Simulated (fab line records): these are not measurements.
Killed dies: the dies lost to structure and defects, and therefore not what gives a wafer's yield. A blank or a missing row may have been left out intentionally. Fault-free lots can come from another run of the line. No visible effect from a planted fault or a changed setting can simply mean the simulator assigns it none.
fab line records	flow sky130
record lots=13	wafers=39	lastDay=51
route steps=708 shown SONOS_ONO@181 POLY_GATE@226 PAD_OPEN@708
lots that met no fault: from a run of the same line without faults
startH: hours from the record's opening day to when the first of the lot's shown wafers began	waitH: how many hours have passed since the lot's step before this one	" unchanged from the row above	L1.1+2: one row covering several wafers at once	- no value, or no start was given	* or withheld: withheld	< > ~ a bound
route shown NAME@n: names a module that has steps shown in the file, with the first one's number in the route	usual: mean/standard deviation taken from wafers without a fault	same: alike in all rows	chamber/n: place in a boat	sites: each site's reading	_std_site: the standard deviation of these	_edge_site: the outer-site mean with the inner-site mean subtracted	radiusMm: how far each site lies from the wafer's centre	mask NAME#n: copy n	behind: the last tool/chamber to shape the wafer	hold: reason for holding the lot/hours on hold/outcome of the hold	device: transistor that didn't switch, given as n, p or np	end of line: tests run on the same wafers once the route is complete	where a step has no rows: the recipe by itself	killed: dies that structure and defects cost at the first sort, which is not the same as the wafer's yield	map: a wafer's dies, marking killed ones x, the rest . and places with no die _
set.NAME: the setting as run; set.NAME@STEP: as run at that earlier step	model.NAME: the simulator's own value behind a step, which no gauge read
steps of the route over a sample of lots; a table a step, a row a wafer
services: the hour from which a tool's chamber was out of use, counted from the record's first day as startH (under 0 if before that day), plus the number of hours and why
## steps
# step SKY_SONOS_ONO_CD_MEAS_13
# recipe targetCdNm=410
# usual cdNm=408.9/2.5
lot.wafer	tool	chamber	startH	waitH	cdNm
L833.2	cdSem-02	-	273.53	0.1	406.2
L833.3	"	-	"	"	407.8
L833.5	"	-	"	"	406.1
L835.4	cdSem-01	-	293.15	0.1	410.0
L835.5	"	-	"	"	408.2
L835.6	"	-	"	"	407.8
L837.1	cdSem-02	-	312.01	0.1	410.9
L837.3	"	-	"	"	412.0
L837.5	"	-	"	"	411.6
L839.3	cdSem-01	-	344.95	0.1	408.6
L839.5	"	-	"	"	405.9
L839.6	"	-	"	"	406.3
L841.1	cdSem-02	-	345.51	0.1	411.4
L841.4	"	-	"	"	413.4
L841.5	"	-	"	"	411.5
L844.1	cdSem-01	-	367.31	0.1	410.6
L844.4	"	-	"	"	407.9
L844.6	"	-	"	"	409.1
L846.1	cdSem-01	-	380.79	0.1	410.6
L846.2	"	-	"	"	411.8
L846.5	"	-	"	"	410.6
L849.1	cdSem-01	-	414.56	0.1	408.9
L849.2	"	-	"	"	408.5
L849.3	"	-	"	"	407.9
L850.1	cdSem-01	-	421.54	0.1	409.1
L850.3	"	-	"	"	409.4
L850.6	"	-	"	"	411.2
L853.1	cdSem-01	-	438.41	0.1	410.5
L853.3	"	-	"	"	413.0
L853.5	"	-	"	"	411.8
L854.1	cdSem-02	-	444.71	0.1	403.4
L854.2	"	-	"	"	404.5
L854.6	"	-	"	"	404.9
L855.1	cdSem-01	-	459.59	0.1	412.0
L855.2	"	-	"	"	411.6
L855.5	"	-	"	"	411.3
L856.2	cdSem-01	-	470.76	0.1	409.6
L856.3	"	-	"	"	408.6
L856.5	"	-	"	"	410.4
# step SKY_SONOS_ONO_OVL_MEAS_14
# usual SONOS_ONO_OVL=-0.2/1.3
lot.wafer	tool	chamber	startH	waitH	SONOS_ONO_OVL[nm]
L833.2	overlay-02	-	273.63	0.1	0.4
L833.3	"	-	"	"	1.7
L833.5	"	-	"	"	0.5
L835.4	overlay-01	-	293.23	0.1	-1.9
L835.5	"	-	"	"	-2.1
L835.6	"	-	"	"	-2.4
L837.1	overlay-02	-	312.13	0.1	1.9
L837.3	"	-	"	"	1.7
L837.5	"	-	"	"	0.7
L839.3	overlay-02	-	345.04	0.1	-0.2
L839.5	"	-	"	"	0.9
L839.6	"	-	"	"	-0.4
L841.1	overlay-02	-	345.63	0.1	0.0
L841.4	"	-	"	"	0.7
L841.5	"	-	"	"	1.6
L844.1	overlay-02	-	367.43	0.1	1.5
L844.4	"	-	"	"	-0.2
L844.6	"	-	"	"	-1.0
L846.1	overlay-01	-	380.91	0.1	0.6
L846.2	"	-	"	"	0.8
L846.5	"	-	"	"	0.4
L849.1	overlay-01	-	414.68	0.1	0.6
L849.2	"	-	"	"	-1.7
L849.3	"	-	"	"	0.1
L850.1	overlay-01	-	421.66	0.1	-0.8
L850.3	"	-	"	"	0.3
L850.6	"	-	"	"	-2.6
L853.1	overlay-01	-	438.53	0.1	-0.7
L853.3	"	-	"	"	1.1
L853.5	"	-	"	"	0.7
L854.1	overlay-01	-	444.83	0.1	1.9
L854.2	"	-	"	"	-1.4
L854.6	"	-	"	"	0.1
L855.1	overlay-02	-	459.71	0.1	0.3
L855.2	"	-	"	"	-0.1
L855.5	"	-	"	"	-0.8
L856.2	overlay-01	-	470.86	0.1	-0.9
L856.3	"	-	"	"	-1.7
L856.5	"	-	"	"	-1.0
# step SKY_POLY_GATE_DEVELOP_12
# recipe developTimeS=60	resist=KrF-thick	devTempC=21
lot.wafer	tool	chamber	startH	waitH
L833.2+3+5	lithoTrack-04	0	359	-
L835.4+5+6	lithoTrack-01	0	382	-
L837.1+3+5	lithoTrack-03	0	400	-
L841.1+4+5	lithoTrack-03	0	438	-
L839.3+5+6	lithoTrack-04	0	439	-
L844.1+4+6	lithoTrack-04	0	468	-
L846.1+2+5	lithoTrack-03	0	479	-
L849.1+2+3	lithoTrack-01	0	513	-
L850.1+3+6	lithoTrack-03	0	520	-
L853.1+3+5	lithoTrack-03	0	535	-
L854.1+2+6	lithoTrack-01	0	540	-
L855.1+2+5	lithoTrack-01	0	555	-
L856.2+3+5	lithoTrack-04	0	594	-
# step SKY_POLY_GATE_CD_MEAS_13
# recipe targetCdNm=150
# usual cdNm=150.2/1.4
lot.wafer	tool	chamber	startH	waitH	cdNm
L833.2	cdSem-01	-	359.69	-	150.4
L833.3	"	-	"	"	151.3
L833.5	"	-	"	"	151.7
L835.4	cdSem-01	-	382.42	-	147.2
L835.5	"	-	"	"	146.9
L835.6	"	-	"	"	149.1
L837.1	cdSem-01	-	400.94	-	151.0
L837.3	"	-	"	"	151.3
L837.5	"	-	"	"	151.9
L841.1	cdSem-02	-	438.84	-	151.9
L841.4	"	-	"	"	152.2
L841.5	"	-	"	"	152.2
L839.3	cdSem-02	-	440.11	-	151.2
L839.5	"	-	"	"	150.7
L839.6	"	-	"	"	151.0
L844.1	cdSem-02	-	468.92	-	147.2
L844.4	"	-	"	"	146.5
L844.6	"	-	"	"	147.6
L846.1	cdSem-01	-	480.09	-	150.9
L846.2	"	-	"	"	150.0
L846.5	"	-	"	"	150.4
L849.1	cdSem-02	-	513.81	-	150.5
L849.2	"	-	"	"	151.2
L849.3	"	-	"	"	151.0
L850.1	cdSem-02	-	520.58	-	143.2
L850.3	"	-	"	"	141.7
L850.6	"	-	"	"	142.1
L853.1	cdSem-01	-	535.83	-	144.5
L853.3	"	-	"	"	145.2
L853.5	"	-	"	"	144.6
L854.1	cdSem-01	-	540.81	-	151.8
L854.2	"	-	"	"	151.4
L854.6	"	-	"	"	150.7
L855.1	cdSem-01	-	555.31	-	151.7
L855.2	"	-	"	"	150.9
L855.5	"	-	"	"	151.9
L856.2	cdSem-01	-	594.24	-	149.9
L856.3	"	-	"	"	151.1
L856.5	"	-	"	"	151.8
# step SKY_POLY_GATE_ETCH_15
# recipe chemistry=N2/H2	target=BARC	ionEnergyEv=200	sourceW=500	biasW=100	pressureMtorr=30	n2FlowSccm=100	h2FlowSccm=200	stopOn=SiO2	timeS=118.5	targetDepthA=1100
# usual drypumpMotorCurrentA=5.7/0.34	oesProductAu=0.716/0.005	rfFwdPowerW=497.5/1.6	throttleValvePct=13.212/0.01
lot.wafer	tool	chamber	startH	waitH	drypumpMotorCurrentA	oesProductAu	rfFwdPowerW	rfHoursCounterH	throttleValvePct
L833.2	rieDiel-03	3	359.83	0.0	5.8	0.705	501.0	8	13.206
L833.3	"	2	"	"	5.9	0.711	496.0	9	13.203
L833.5	"	1	"	"	5.9	0.708	497.1	-	13.212
L835.4	rieDiel-01	0	382.51	0.0	5.8	0.727	498.1	54	13.214
L835.5	"	0	"	"	5.8	0.714	497.6	-	13.213
L835.6	"	3	"	"	5.0	0.717	498.1	-	13.190
L837.1	rieDiel-02	2	401.09	0.0	6.2	0.717	498.0	26	13.215
L837.3	"	0	"	"	5.9	0.720	496.1	41	13.195
L837.5	"	1	"	"	5.3	0.717	496.2	-	13.204
L841.1	rieDiel-01	0	438.99	0.0	5.8	0.706	494.4	55	13.213
L841.4	"	1	"	"	5.6	0.717	498.9	-	13.228
L841.5	"	0	"	"	5.8	0.717	492.1	-	13.211
L839.3	rieDiel-02	3	440.23	0.0	5.2	0.720	498.8	68	13.212
L839.5	"	2	"	"	6.2	0.719	497.1	-	13.215
L839.6	"	1	"	"	5.3	0.712	494.9	-	13.226
L844.1	rieDiel-01	3	469.08	0.0	5.0	0.711	496.8	36	13.202
L844.4	"	2	"	"	5.9	0.718	493.9	6	13.202
L844.6	"	3	"	"	5.0	0.725	498.1	-	13.212
L846.1	rieDiel-03	3	480.24	0.0	5.7	0.716	498.3	10	13.218
L846.2	"	1	"	"	5.8	0.714	499.7	77	13.189
L846.5	"	0	"	"	5.5	0.724	495.3	-	13.214
L849.1	rieDiel-03	1	513.96	0.0	5.8	0.720	496.9	78	13.201
L849.2	"	3	"	"	5.7	0.710	500.9	10	13.218
L849.3	"	2	"	"	6.0	0.710	498.7	11	13.197
L850.1	rieDiel-03	2	520.74	0.0	6.0	0.716	496.8	11	13.220
L850.3	"	1	"	"	5.8	0.716	498.3	78	13.232
L850.6	"	0	"	"	5.5	0.713	497.9	-	13.205
L853.1	rieDiel-01	1	535.99	0.0	5.6	0.709	498.2	71	13.239
L853.3	"	0	"	"	5.9	0.720	495.2	57	13.208
L853.5	"	0	"	"	5.8	0.712	494.5	-	13.211
L854.1	rieDiel-02	2	540.96	0.0	6.2	0.712	498.0	30	13.209
L854.2	"	3	"	"	5.2	0.718	499.9	70	13.206
L854.6	"	3	"	"	5.2	0.711	500.1	-	13.211
L855.1	rieDiel-02	2	555.46	0.0	6.2	0.715	497.9	30	13.220
L855.2	"	0	"	"	5.8	0.716	496.9	43	13.228
L855.5	"	2	"	"	6.2	0.719	495.3	-	13.227
L856.2	rieDiel-03	3	594.38	0.0	5.7	0.711	497.8	12	13.215
L856.3	"	0	"	"	5.5	0.715	495.5	4	13.223
L856.5	"	0	"	"	5.5	0.718	498.7	-	13.222
# step SKY_PAD_OPEN_PROBE_99
# usual killed_at_M0_to_M3=43/6.4	killed_at_M4_up=3.2/1.8	killedAtContacts=25/5.8	killedAtFrontEnd=16/4.1	killedAtOther=0.2/0.47	killedDies=88/9.9	killedOpen=47/7.3	killedShort=40/7.1
# same grossDies=492	killedAtBackSide=0
lot.wafer	tool	chamber	startH	waitH	killed_at_M0_to_M3	killed_at_M4_up	killedAtContacts	killedAtFrontEnd	killedAtOther	killedDies	killedOpen	killedShort
L833.2	prober-01	-	1067.81	0.1	42	4	25	14	0	85	37	47
L833.3	prober-01	-	1067.86	0.2	38	4	22	13	0	77	50	27
L833.5	prober-01	-	1067.96	0.2	35	1	19	20	0	75	41	34
L835.4	prober-01	-	1079.81	0.2	59	4	20	13	0	96	51	45
L835.5	prober-01	-	1079.86	0.2	52	4	20	18	0	94	53	41
L835.6	prober-01	-	1079.91	0.2	44	2	22	13	0	81	31	50
L837.1	prober-01	-	1091.91	0.1	51	1	24	9	0	85	45	40
L837.3	prober-01	-	1092.01	0.2	41	3	20	18	0	82	47	35
L837.5	prober-01	-	1092.11	0.2	35	4	26	11	0	76	44	32
L841.1	prober-01	-	1123.51	0.1	37	4	30	12	0	83	50	32
L841.4	prober-01	-	1123.66	0.2	48	1	35	18	0	102	54	48
L841.5	prober-01	-	1123.71	0.2	43	3	27	12	0	85	49	36
L839.3	prober-01	-	1127.28	0.2	38	6	27	9	0	80	46	34
L839.5	prober-01	-	1127.38	0.2	46	5	32	11	0	94	56	38
L839.6	prober-01	-	1127.43	0.2	47	3	42	18	0	110	67	43
L844.1	prober-02	-	1135.63	0.1	35	4	20	23	0	82	37	44
L844.4	prober-02	-	1135.78	0.2	48	1	28	15	0	92	46	46
L844.6	prober-02	-	1135.88	0.2	32	4	17	20	0	73	32	39
L846.1	prober-02	-	1147.06	0.1	43	2	38	18	0	101	59	41
L846.2	prober-02	-	1147.11	0.1	32	1	28	20	0	81	44	36
L846.5	prober-02	-	1147.26	0.2	41	3	27	25	0	96	55	41
L849.1	prober-01	-	1168.31	0.1	45	1	27	13	0	86	47	38
L849.2	prober-01	-	1168.36	0.1	46	3	14	19	0	82	37	45
L849.3	prober-01	-	1168.41	0.2	31	4	14	15	0	64	43	21
L850.1	prober-02	-	1173.98	0.1	49	1	19	18	0	87	43	44
L850.3	prober-02	-	1174.08	0.2	34	1	18	14	0	67	32	35
L850.6	prober-02	-	1174.23	0.2	42	2	30	22	0	96	51	45
L853.1	prober-01	-	1185.71	0.1	46	4	27	16	0	93	50	43
L853.3	prober-01	-	1185.81	0.2	51	2	28	18	0	99	57	41
L853.5	prober-01	-	1185.91	0.2	56	2	23	18	1	100	45	55
L854.1	prober-02	-	1188.06	0.1	44	2	23	18	0	87	50	37
L854.2	prober-02	-	1188.11	0.1	46	6	29	15	0	96	56	40
L854.6	prober-02	-	1188.31	0.2	40	1	37	15	1	94	53	41
L855.1	prober-01	-	1191.22	0.1	36	7	25	15	0	83	46	37
L855.2	prober-01	-	1191.27	0.1	34	6	24	12	0	76	44	32
L855.5	prober-01	-	1191.42	0.2	43	1	19	12	0	75	47	28
L856.2	prober-02	-	1214.52	0.1	35	1	25	14	0	75	43	32
L856.3	prober-02	-	1214.57	0.2	38	3	21	21	0	83	47	36
L856.5	prober-02	-	1214.67	0.2	37	4	24	9	0	74	40	34
# killed by level:class
L833.2 VIA1:geometricParticle:open=13 CONTACT:geometricParticle:open=8 METAL2:geometricParticle:short=6 FIELD_ISO:geometricParticle:short=5 POLY_GATE:geometricParticle:short=5 LOCAL_INTERCONNECT:geometricParticle:open=5 METAL3:geometricParticle:short=5 VIA2:geometricParticle:open=5
L833.3 VIA1:geometricParticle:open=11 LI_CONTACT:geometricParticle:open=9 CONTACT:geometricParticle:open=9 VIA2:geometricParticle:open=6 FIELD_ISO:geometricParticle:open=4 VIA1:geometricParticle:short=4 METAL2:geometricParticle:short=4 POLY_GATE:geometricParticle:short=3
L833.5 VIA1:geometricParticle:open=13 CONTACT:geometricParticle:open=9 POLY_GATE:geometricParticle:open=8 METAL2:geometricParticle:short=6 FIELD_ISO:geometricParticle:open=4 POLY_GATE:geometricParticle:short=4 VIA2:geometricParticle:open=4 CONTACT:geometricParticle:short=4
L835.4 VIA1:geometricParticle:open=14 METAL2:geometricParticle:short=11 LI_CONTACT:geometricParticle:open=9 FIELD_ISO:geometricParticle:open=7 METAL3:geometricParticle:short=7 CONTACT:geometricParticle:open=6 METAL1:geometricParticle:short=6 FIELD_ISO:geometricParticle:short=4
L835.5 VIA1:geometricParticle:open=13 LI_CONTACT:geometricParticle:open=10 FIELD_ISO:geometricParticle:open=9 METAL2:geometricParticle:short=8 LOCAL_INTERCONNECT:geometricParticle:short=6 METAL1:geometricParticle:short=6 VIA3:geometricParticle:short=5 VIA2:geometricParticle:open=5
L835.6 METAL1:geometricParticle:short=11 METAL2:geometricParticle:short=9 LI_CONTACT:geometricParticle:open=9 VIA2:geometricParticle:short=5 FIELD_ISO:geometricParticle:short=4 POLY_GATE:geometricParticle:short=4 VIA1:geometricParticle:open=4 LOCAL_INTERCONNECT:geometricParticle:short=3
L837.1 CONTACT:geometricParticle:open=9 VIA1:geometricParticle:open=9 METAL1:geometricParticle:short=8 VIA2:geometricParticle:open=8 LOCAL_INTERCONNECT:geometricParticle:short=6 VIA1:geometricParticle:short=6 METAL3:geometricParticle:short=5 VIA3:geometricParticle:open=5
L837.3 VIA1:geometricParticle:open=14 CONTACT:geometricParticle:open=11 METAL1:geometricParticle:short=8 LI_CONTACT:geometricParticle:open=5 FIELD_ISO:geometricParticle:short=4 VIA1:geometricParticle:short=4 POLY_GATE:geometricParticle:open=4 POLY_GATE:geometricParticle:short=4
L837.5 LI_CONTACT:geometricParticle:open=9 VIA1:geometricParticle:open=9 CONTACT:geometricParticle:open=8 LOCAL_INTERCONNECT:geometricParticle:short=5 METAL2:geometricParticle:short=5 VIA2:geometricParticle:open=5 POLY_GATE:geometricParticle:open=4 METAL1:geometricParticle:short=4
L841.1 LI_CONTACT:geometricParticle:open=12 VIA1:geometricParticle:open=11 CONTACT:geometricParticle:open=8 VIA1:geometricParticle:short=6 CONTACT:geometricParticle:short=6 VIA3:geometricParticle:open=6 METAL1:geometricParticle:short=5 POLY_GATE:geometricParticle:short=3
L841.4 CONTACT:geometricParticle:short=12 VIA1:geometricParticle:open=12 CONTACT:geometricParticle:open=10 VIA1:geometricParticle:short=9 FIELD_ISO:geometricParticle:open=6 METAL1:geometricParticle:short=6 METAL2:geometricParticle:short=6 VIA2:geometricParticle:open=6
L841.5 VIA1:geometricParticle:open=17 CONTACT:geometricParticle:open=8 CONTACT:geometricParticle:short=7 LI_CONTACT:geometricParticle:open=6 LOCAL_INTERCONNECT:geometricParticle:short=6 VIA3:geometricParticle:open=6 METAL1:geometricParticle:short=4 METAL2:geometricParticle:short=4
L839.3 VIA1:geometricParticle:open=10 CONTACT:geometricParticle:open=8 LI_CONTACT:geometricParticle:open=7 VIA1:geometricParticle:short=7 CONTACT:geometricParticle:short=5 VIA2:geometricParticle:open=5 VIA3:geometricParticle:open=4 FIELD_ISO:geometricParticle:short=3
L839.5 CONTACT:geometricParticle:open=16 VIA1:geometricParticle:open=12 LI_CONTACT:geometricParticle:open=7 VIA3:geometricParticle:open=6 VIA2:geometricParticle:open=6 VIA1:geometricParticle:short=5 CONTACT:geometricParticle:short=5 METAL1:geometricParticle:short=5
L839.6 CONTACT:geometricParticle:open=18 VIA1:geometricParticle:open=15 LI_CONTACT:geometricParticle:open=13 FIELD_ISO:geometricParticle:short=7 FIELD_ISO:geometricParticle:open=6 LOCAL_INTERCONNECT:geometricParticle:short=6 VIA1:geometricParticle:short=6 VIA2:geometricParticle:open=6
L844.1 VIA3:geometricParticle:open=8 LI_CONTACT:geometricParticle:open=7 FIELD_ISO:geometricParticle:open=6 POLY_GATE:geometricParticle:short=6 METAL2:geometricParticle:short=6 VIA1:geometricParticle:open=5 FIELD_ISO:geometricParticle:short=4 POLY_GATE:geometricParticle:open=4
L844.4 VIA1:geometricParticle:open=9 LI_CONTACT:geometricParticle:open=9 CONTACT:geometricParticle:open=8 METAL1:geometricParticle:short=8 FIELD_ISO:geometricParticle:short=7 VIA2:geometricParticle:open=6 VIA3:geometricParticle:open=6 VIA2:geometricParticle:short=5
L844.6 FIELD_ISO:geometricParticle:short=8 CONTACT:geometricParticle:short=7 VIA1:geometricParticle:open=7 POLY_GATE:geometricParticle:open=4 LI_CONTACT:geometricParticle:open=4 VIA1:geometricParticle:short=4 VIA2:geometricParticle:open=4 VIA3:geometricParticle:open=3
L846.1 CONTACT:geometricParticle:open=17 CONTACT:geometricParticle:short=8 VIA1:geometricParticle:open=8 FIELD_ISO:geometricParticle:short=7 VIA2:geometricParticle:open=7 METAL1:geometricParticle:short=6 VIA3:geometricParticle:open=6 FIELD_ISO:geometricParticle:open=5
L846.2 FIELD_ISO:geometricParticle:short=8 CONTACT:geometricParticle:open=8 VIA2:geometricParticle:open=7 FIELD_ISO:geometricParticle:open=5 LOCAL_INTERCONNECT:geometricParticle:short=5 CONTACT:geometricParticle:short=5 POLY_GATE:geometricParticle:open=4 LI_CONTACT:geometricParticle:open=4
L846.5 FIELD_ISO:geometricParticle:open=9 FIELD_ISO:geometricParticle:short=9 LI_CONTACT:geometricParticle:open=9 METAL1:geometricParticle:short=9 VIA1:geometricParticle:open=9 CONTACT:geometricParticle:open=8 VIA3:geometricParticle:open=8 CONTACT:geometricParticle:short=4
L849.1 CONTACT:geometricParticle:open=11 VIA1:geometricParticle:open=8 VIA1:geometricParticle:short=8 VIA3:geometricParticle:open=7 LI_CONTACT:geometricParticle:open=6 VIA2:geometricParticle:open=6 FIELD_ISO:geometricParticle:open=5 CONTACT:geometricParticle:short=5
L849.2 VIA1:geometricParticle:open=12 VIA3:geometricParticle:open=7 METAL2:geometricParticle:short=6 LI_CONTACT:geometricParticle:open=5 VIA1:geometricParticle:short=5 VIA2:geometricParticle:short=5 VIA3:geometricParticle:short=5 FIELD_ISO:geometricParticle:short=4
L849.3 VIA1:geometricParticle:open=9 POLY_GATE:geometricParticle:open=8 LI_CONTACT:geometricParticle:open=8 VIA2:geometricParticle:open=6 VIA1:geometricParticle:short=5 CONTACT:geometricParticle:open=4 METAL2:geometricParticle:short=4 VIA3:geometricParticle:open=4
L850.1 VIA1:geometricParticle:open=12 METAL1:geometricParticle:short=9 FIELD_ISO:geometricParticle:short=8 CONTACT:geometricParticle:open=7 VIA3:geometricParticle:open=7 METAL2:geometricParticle:short=6 FIELD_ISO:geometricParticle:open=4 LI_CONTACT:geometricParticle:short=4
L850.3 VIA1:geometricParticle:open=13 CONTACT:geometricParticle:open=7 POLY_GATE:geometricParticle:short=6 LI_CONTACT:geometricParticle:open=4 METAL2:geometricParticle:short=4 VIA2:geometricParticle:short=4 POLY_GATE:geometricParticle:open=3 LOCAL_INTERCONNECT:geometricParticle:short=3
L850.6 CONTACT:geometricParticle:open=14 VIA1:geometricParticle:open=11 METAL1:geometricParticle:short=8 POLY_GATE:geometricParticle:short=6 FIELD_ISO:geometricParticle:short=5 CONTACT:geometricParticle:short=5 FIELD_ISO:geometricParticle:open=4 VIA3:geometricParticle:open=4
L853.1 CONTACT:geometricParticle:open=11 VIA1:geometricParticle:open=10 LI_CONTACT:geometricParticle:open=8 METAL2:geometricParticle:short=8 VIA2:geometricParticle:open=6 VIA3:geometricParticle:open=5 VIA2:geometricParticle:short=4 CONTACT:geometricParticle:short=4
L853.3 CONTACT:geometricParticle:open=10 METAL1:geometricParticle:short=9 LI_CONTACT:geometricParticle:open=8 VIA3:geometricParticle:open=8 VIA1:geometricParticle:open=8 VIA2:geometricParticle:open=7 CONTACT:geometricParticle:short=6 METAL2:geometricParticle:short=6
L853.5 VIA1:geometricParticle:open=15 METAL1:geometricParticle:short=10 CONTACT:geometricParticle:open=9 VIA1:geometricParticle:short=9 VIA2:geometricParticle:open=7 POLY_GATE:geometricParticle:short=6 METAL2:geometricParticle:short=6 LI_CONTACT:geometricParticle:open=5
L854.1 LI_CONTACT:geometricParticle:open=10 CONTACT:geometricParticle:open=9 VIA1:geometricParticle:open=9 VIA3:geometricParticle:open=8 METAL1:geometricParticle:short=6 POLY_GATE:geometricParticle:short=5 METAL2:geometricParticle:short=5 FIELD_ISO:geometricParticle:open=3
L854.2 CONTACT:geometricParticle:open=11 METAL1:geometricParticle:short=11 LI_CONTACT:geometricParticle:open=10 VIA1:geometricParticle:open=8 VIA2:geometricParticle:open=6 VIA1:geometricParticle:short=5 LOCAL_INTERCONNECT:geometricParticle:short=4 VIA3:geometricParticle:open=4
L854.6 VIA1:geometricParticle:open=13 LI_CONTACT:geometricParticle:open=10 CONTACT:geometricParticle:open=10 CONTACT:geometricParticle:short=7 VIA3:geometricParticle:open=7 LOCAL_INTERCONNECT:geometricParticle:short=6 FIELD_ISO:geometricParticle:open=5 METAL2:geometricParticle:short=4
L855.1 CONTACT:geometricParticle:open=10 POLY_GATE:geometricParticle:open=8 VIA2:geometricParticle:open=8 VIA1:geometricParticle:open=8 CONTACT:geometricParticle:short=6 VIA3:geometricParticle:open=5 METAL4:geometricParticle:short=5 SPACER:geometricParticle:short=4
L855.2 CONTACT:geometricParticle:open=9 VIA3:geometricParticle:open=8 VIA1:geometricParticle:open=7 LI_CONTACT:geometricParticle:open=5 LOCAL_INTERCONNECT:geometricParticle:short=5 METAL1:geometricParticle:short=5 VIA2:geometricParticle:open=5 CONTACT:geometricParticle:short=4
L855.5 VIA1:geometricParticle:open=9 VIA2:geometricParticle:open=8 VIA3:geometricParticle:open=7 METAL2:geometricParticle:short=6 CONTACT:geometricParticle:open=5 CONTACT:geometricParticle:short=4 LI_CONTACT:geometricParticle:open=4 VIA1:geometricParticle:short=4
L856.2 VIA1:geometricParticle:open=12 LI_CONTACT:geometricParticle:open=8 CONTACT:geometricParticle:open=7 POLY_GATE:geometricParticle:short=6 CONTACT:geometricParticle:short=5 METAL1:geometricParticle:short=5 POLY_GATE:geometricParticle:open=4 LOCAL_INTERCONNECT:geometricParticle:short=4
L856.3 VIA1:geometricParticle:open=14 FIELD_ISO:geometricParticle:open=9 CONTACT:geometricParticle:short=7 POLY_GATE:geometricParticle:short=6 CONTACT:geometricParticle:open=6 VIA3:geometricParticle:open=5 FIELD_ISO:geometricParticle:short=4 LI_CONTACT:geometricParticle:open=4
L856.5 CONTACT:geometricParticle:open=9 VIA1:geometricParticle:open=8 LI_CONTACT:geometricParticle:short=6 METAL1:geometricParticle:short=5 METAL2:geometricParticle:short=5 CONTACT:geometricParticle:short=4 LI_CONTACT:geometricParticle:open=4 VIA2:geometricParticle:open=4
## services
tool	chamber	startH	hours	kind
rieDiel-02	2	344.62	19.5	repair
rieDiel-02	3	383.58	51.1	repair
rieDiel-01	3	387.12	6.6	repair
rieDiel-01	2	393.65	2.5	repair
rieDiel-01	-	395.01	2.8	pm
rieDiel-02	-	419.74	2.8	pm
rieDiel-01	1	425.49	1.3	repair
rieDiel-02	0	433.73	58.0	repair
rieDiel-01	3	437.72	20.3	repair
rieDiel-01	1	448.97	8.4	repair
rieDiel-03	-	460.67	0.3	repair
rieDiel-03	0	462.33	12.5	repair
rieDiel-03	-	475.45	2.8	pm
rieDiel-03	3	536.62	16.4	repair
rieDiel-01	0	537.15	2.0	repair
rieDiel-02	3	550.44	20.3	repair
rieDiel-03	1	575.52	-	clean
rieDiel-03	1	575.52	17.1	scheduledDown
rieDiel-03	1	575.52	17.1	ventCycle
rieDiel-02	3	592.91	8.6	repair
## key
firstSign step=SKY_POLY_GATE_CD_MEAS_13	reading=cdNm	direction=down	sigmas=4.6	usual=150.2	struck=143.6	through=controlLoop
effect none on later readings
metAt SKY_POLY_GATE_DEVELOP_12
struckLots L850,L853
testerLeftOut L850,L853
loopTrim step=SKY_POLY_GATE_EXPOSE_10	setting=dose	lots=L853
notActingAt SKY_SONOS_ONO_CD_MEAS_13,SKY_SONOS_ONO_OVL_MEAS_14,SKY_POLY_GATE_ETCH_15
onsetBetween 479 520
fault kind=processParameterDrift	tool=lithoTrack-03	chamber=-	onsetH=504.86	steps=SKY_POLY_GATE_DEVELOP_12	channel=developTimeS	offset=*	shape=step	endH=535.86	actsIn=*	stated=*
# testerLeftOut: of these lots the tester's yield and bins aren't shown, on N5 and GAA mostly nor the transistor test; their killed dies are dies lost to structure and defects alone, not to doping, threshold or leakage, so they don't give the yield
# loopTrim: a control loop set the setting to another value than it would have without faults
